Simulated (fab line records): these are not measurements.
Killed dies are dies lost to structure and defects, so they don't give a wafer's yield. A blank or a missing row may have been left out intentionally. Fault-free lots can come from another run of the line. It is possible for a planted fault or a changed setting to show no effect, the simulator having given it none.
Struck lot and sound lot, side by side :: flow sky130 :: 18 out of 708 route steps
Sound: these wafers, L327.2, L327.4, L327.5. Struck: wafer L318.3 (left out: L318.4, L318.5 of the same lot, which were not struck); the cause appears at the end.
For every step that has rows: the tool of each side, followed by ch and its chambers, followed by its first start. Under that, the readings that differ: sound wafers :: struck wafers :: difference of the means :: sigmas: that difference in standard deviations of wafers without a fault.
alike: same words and numbers on both sides, and readings whose means sit less than 2 such deviations apart. not compared: any withheld reading, any reading some wafer has no value for, any bound like >300 that may hide the same value, and any number with overlapping values for which the record gives no deviation.
The two part at a step that has a row with sigmas, a row that says differs or no value, or rows on one side only. Non-overlapping numbers with no deviation appear without sigmas and do not part them. A reading missing from all wafers of one side parts the sides only when that side holds two or more wafers.

first, 3 steps without rows for these wafers: SKY_VIA1_EXPOSE_09 (exposes mask VIM, target cd 150 nm); SKY_VIA1_PEB_10; SKY_VIA1_DEVELOP_11 (develop time 60 s).
SKY_VIA1_CD_MEAS_12: target cd 150 nm.
  sound on cd-sem-02, day 40 03:34; struck on cd-sem-01, day 37 00:44
  alike: cd-nm
SKY_VIA1_OVL_MEAS_13:
  sound on overlay-02, day 40 03:40; struck on overlay-01, day 37 00:50
  alike: VIA1_OVL
SKY_VIA1_ETCH_14: etches BARC in N2/H2, stops on SiO2, time 45.9 s, target depth 60 nm.
  sound on rie-diel-02 ch 1,2, day 40 03:42; struck on rie-diel-04 ch 0, day 37 00:51
reading: bias-w (W)
sound: 99.4 100.0 99.7
struck: 100.7
difference: +1.0
sigmas: +3
  alike: drypump-motor-current-A, n2-flow-sccm, oes-product-au, throttle-valve-pct
  not compared: rf-hours-counter-h
SKY_VIA1_ETCH_15: etches SiO2 in C4F8/O2/Ar, stops on TiN, target depth 351 nm, time 54 s.
  sound on rie-diel-02 ch 1,2, day 40 03:44; struck on rie-diel-04 ch 0, day 37 00:53
reading: bias-w (W)
sound: 1202 1198 1193
struck: 1209
difference: +11
sigmas: +3
  alike: oes-product-au
  not compared: rf-hours-counter-h
SKY_VIA1_STRIP_16: strips in O2/N2.
  sound on plasma-asher-04 ch 0,1, day 40 03:47; struck on plasma-asher-02 ch 0, day 37 00:58
reading: n2-flow-sccm (sccm)
sound: 300.3 299.9 299.8
struck: 302.9
difference: +2.9
sigmas: +3
  alike: drypump-motor-current-A, oes-product-au, strip-time-to-endpoint-s
  not compared: rf-hours-counter-h
then, 3 steps without rows for these wafers: SKY_VIA1_STRIP_17 (strips in post etch residue remover, time 1200 s); SKY_VIA1_CLEAN_18 (cleans in IPA, time 180 s); SKY_VIA1_CLEAN_19 (cleans in O3/DIW).
SKY_VIA1_SPUTTER_20: material TiN, target thk 20 nm, time 80 s.
  sound on pvd-sputter-01, day 40 04:23; struck on pvd-sputter-04, day 37 01:32
  alike: throttle-valve-pct
SKY_VIA1_CVD_21: deposits W, target thk 270 nm, time 80.902 s.
  sound on cvd-w-02 ch 0,1, day 40 04:26; struck on cvd-w-02 ch 0, day 37 01:37
reading: model.W_of_VIA1_CVD_21.thk-nm (nm)
sound: 271.6 273.7 274.6
struck: 149.2
difference: -124.1
sigmas: 
  alike: heater-power-outer-w, heater-power-w
  not compared: since-wet-clean-h
SKY_VIA1_RS_MEAS_22: the measuring method here is four-point-probe.
  sound on film-metro-02, day 40 04:33; struck on film-metro-02, day 37 02:01
reading: VIA1_W_RS (ohm/sq)
sound: 0.424 0.421 0.419
struck: 0.780
difference: +0.359
sigmas: +76
  not compared: hold
SKY_VIA1_THK_MEAS_23: measures by xrf.
  sound on film-metro-02, day 40 04:40; struck on film-metro-02, day 37 03:08
reading: VIA1_W_THK (nm)
sound: 275 277 278
struck: 150
difference: -127
sigmas: -33
  not compared: hold
SKY_VIA1_CMP_24: polishes, stops on SiO2, t overpolish 15 s, target thk 0 nm.
  sound on cmp-02 ch 1,2, day 40 04:43; struck on cmp-01 ch 0, day 37 05:10
reading: hold
sound: - - -
struck: await-dispo/1.4h/release
difference: no value on the sound wafers
sigmas: 

reading: time-to-endpoint-s (s)
sound: 68.6 68.5 68.2
struck: 35.9
difference: -32.5
sigmas: -13
  alike: motor-current-A
SKY_METAL2_SPUTTER_00: material Ti, target thk 15 nm, time 10 s.
  sound on pvd-sputter-03, day 40 05:01; struck on pvd-sputter-03, day 37 05:28
  alike: throttle-valve-pct
after that, 1 step had no rows for these wafers: SKY_PAD_OPEN_PROBE_99.

WHERE THEY PART
Earliest at SKY_VIA1_ETCH_14; latest, in this record, at SKY_VIA1_CMP_24. Later steps at which nothing parts them and some readings are alike: SKY_METAL2_SPUTTER_00.

WHY: what had been put in by the simulator
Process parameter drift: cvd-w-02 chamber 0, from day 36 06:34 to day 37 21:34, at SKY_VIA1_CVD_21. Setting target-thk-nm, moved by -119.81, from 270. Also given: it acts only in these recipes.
